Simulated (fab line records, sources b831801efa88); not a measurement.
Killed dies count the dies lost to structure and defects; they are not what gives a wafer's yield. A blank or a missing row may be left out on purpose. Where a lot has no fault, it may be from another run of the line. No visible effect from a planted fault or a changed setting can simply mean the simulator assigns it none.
Which tool did it? ; flow sky130 ; 36 wafers sampled from 12 lots at 1 step of a route of 708

== WHAT THE GAUGES SHOWED, per wafer ==
SKY_LI_CONTACT_CD_MEAS_12: the cd target is 170 nm.
lot;measured;on;cd-nm (nm)
L075;day 30 03:55;cd-sem-02;170.2 169.7 169.3
L077;day 30 11:35;cd-sem-02;170.9 170.3 170.4
L079;day 31 07:32;cd-sem-02;169.2 170.5 170.6
L081;day 31 21:38;cd-sem-02;169.6 170.5 170.1
L083;day 32 11:10;cd-sem-02;172.3 170.7 170.5
L085;day 33 05:46;cd-sem-02;171.3 171.0 170.3
L087;day 33 18:14;cd-sem-01;171.6 172.9 171.9
L089;day 34 14:23;cd-sem-01;167.0 167.0 167.0
L091;day 34 23:44;cd-sem-01;168.2 169.6 169.0
L093;day 35 09:05;cd-sem-01;168.4 168.0 168.5
L095;day 35 23:13;cd-sem-01;169.2 169.8 169.9
L097;day 36 12:42;cd-sem-01;170.0 170.1 171.0

== EACH LOT AND THE TOOL THAT RAN IT (in order: tool; ch and the chambers of the sampled wafers; start) ==
The record shows no process step preceding these readings.

== THE ANSWER, worked out from the rows above alone ==
Rule: the lots themselves supply what counts as usual. Put in order of their means at a reading, lots are off if they are a third of the lots or fewer, leave a main group of 4 or more, and stand apart from it by a gap of 3 or more times the standard deviation of the main group's means; of several such gaps the widest counts. If all means in a main group match to the digits the tables above print for the reading, that group is not used. A lot without any number at a reading at which 4 lots or more have one is off too. Any other lot the step has rows for is counted as sound.
Nothing can be told from this: no lot is off at any reading shown.

== WHAT HAD BEEN PUT IN BY THE SIMULATOR ==
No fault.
